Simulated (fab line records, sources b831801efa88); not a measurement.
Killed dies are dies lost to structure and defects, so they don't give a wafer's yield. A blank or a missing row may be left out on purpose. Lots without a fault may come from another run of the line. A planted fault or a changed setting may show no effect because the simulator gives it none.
Which tool did it? | flow gf180mcu | 14 lots, 42 wafers sampled, at 3 steps of a route of 602

WHAT THE GAUGES READ, wafer by wafer
GF_STI_THK_MEAS_22.
lot  | measured    | on            | STI_OXIDATION_01_THK (nm)
L385 | day 2 03:33 | film_metro-02 | 14.66 14.68 14.87
L386 | day 2 07:44 | film_metro-01 | 15.16 15.06 15.35
L388 | day 2 18:40 | film_metro-03 | 14.86 15.03 15.04
L397 | day 4 17:46 | film_metro-03 | - - -
L398 | day 4 23:21 | film_metro-01 | - - -
L399 | day 5 03:43 | film_metro-03 | - - -
L400 | day 5 12:07 | film_metro-01 | 15.65 15.61 15.40
L401 | day 5 17:20 | film_metro-02 | 14.99 14.89 15.17
L402 | day 6 04:23 | film_metro-01 | 15.22 15.02 15.08
L403 | day 6 04:23 | film_metro-02 | 15.54 15.32 15.27
L404 | day 6 13:56 | film_metro-01 | 15.15 15.05 15.45
L405 | day 6 13:56 | film_metro-03 | 15.12 15.22 14.89
L407 | day 7 05:17 | film_metro-03 | 15.16 15.22 15.21
L408 | day 7 06:25 | film_metro-02 | 14.50 14.70 14.92

GF_VT_IMPLANT_OVL_MEAS_40.
lot  | measured     | on         | VT_IMPLANT_03_OVL (nm)
L385 | day 7 09:02  | overlay-02 | 1.3 0.9 1.4
L386 | day 7 15:17  | overlay-01 | 0.1 1.4 1.4
L388 | day 8 04:44  | overlay-02 | 0.9 0.4 1.2
L400 | day 11 23:29 | overlay-02 | -1.2 -1.2 -1.7
L401 | day 12 10:40 | overlay-02 | -1.2 0.5 -0.1
L402 | day 12 23:19 | overlay-02 | 0.2 -0.3 -2.8
L403 | day 13 02:35 | overlay-02 | -0.2 -0.7 -1.0
L404 | day 13 16:41 | overlay-01 | 1.3 0.6 -0.4
L405 | day 13 17:32 | overlay-02 | 1.0 1.5 -0.2
L407 | day 14 03:55 | overlay-02 | 1.2 2.9 1.4
L408 | day 14 03:47 | overlay-01 | 0.3 -2.4 -1.1

WHICH TOOL RAN EACH LOT (tool, then ch and the chambers of the sampled wafers, then the start)
lot  | GF_STI_CVD_03
L385 | lpcvd-02 ch 0, day 1 12:08
L386 | lpcvd-02 ch 1, day 1 17:10
L388 | lpcvd-02 ch 1, day 2 02:34
L397 | lpcvd-02 ch 1, day 4 00:03
L398 | lpcvd-02 ch 1, day 4 05:53
L399 | lpcvd-02 ch 0, day 4 09:34
L400 | lpcvd-01 ch 0, day 4 14:56
L401 | lpcvd-01 ch 0, day 4 19:34
L402 | lpcvd-02 ch 1, day 5 02:02
L403 | lpcvd-01 ch 1, day 5 08:12
L404 | lpcvd-02 ch 1, day 5 13:34
L405 | lpcvd-01 ch 1, day 5 20:10
L407 | lpcvd-01 ch 1, day 6 05:50
L408 | lpcvd-01 ch 1, day 6 11:28
- GF_STI_CVD_03: deposits Si3N4 from DCS/NH3, target thk 207.16 nm, time 3551 s.

WHAT THE TOOLS THEMSELVES READ (means of the sampled wafers that have a number; where no wafer has one, the mark that the record gives instead)
GF_STI_CVD_03.
lot  | tool     | pressure_mtorr (mTorr) | spike_tc_bottom_C (C)
L385 | lpcvd-02 | 249.1                  | 782
L386 | lpcvd-02 | 250.0                  | 786
L388 | lpcvd-02 | 250.1                  | 787
L397 | lpcvd-02 | -                      | -
L398 | lpcvd-02 | -                      | -
L399 | lpcvd-02 | -                      | -
L400 | lpcvd-01 | 249.9                  | 789
L401 | lpcvd-01 | 250.1                  | 788
L402 | lpcvd-02 | 250.5                  | 787
L403 | lpcvd-01 | 249.4                  | 796
L404 | lpcvd-02 | 250.4                  | 787
L405 | lpcvd-01 | 249.3                  | 794
L407 | lpcvd-01 | 249.7                  | 795
L408 | lpcvd-01 | 250.1                  | 794

THE ANSWER, worked out from the rows above alone
Rule: what is usual is taken from the lots themselves. Put in order of their means at a reading, lots are off if they are a third of the lots or fewer, leave a main group of 4 or more, and stand apart from it by a gap of 3 or more times the standard deviation of the main group's means; of several such gaps the widest counts. A main group whose means are all the same, to the digits that the tables above print for the reading, isn't used. A lot without any number at a reading at which 4 lots or more have one is off too. The other lots that the step has rows for count as sound. The gauges are gone through in route order, then the tools' own readings, and for those a lot's mean is taken as printed above. The first step at which some lot is off is used, and at that step the reading that is off furthest; a lot without a number counts as furthest.
Off: L397, L398, L399, at GF_STI_THK_MEAS_22 (STI_OXIDATION_01_THK). Without a number there: L397, L398, L399. The main group: mean 15.10 nm, standard deviation 0.24.
A tool fits if, at a process step before that reading, it ran every lot that is off, and no sound lot after the first of them. The gauges at GF_STI_THK_MEAS_22 aren't tried: what is off there is off at GF_STI_CVD_03 too, on other tools, and a gauge's error can't cause that. None of those tried fits.

WHAT THE SIMULATOR HAD PUT IN
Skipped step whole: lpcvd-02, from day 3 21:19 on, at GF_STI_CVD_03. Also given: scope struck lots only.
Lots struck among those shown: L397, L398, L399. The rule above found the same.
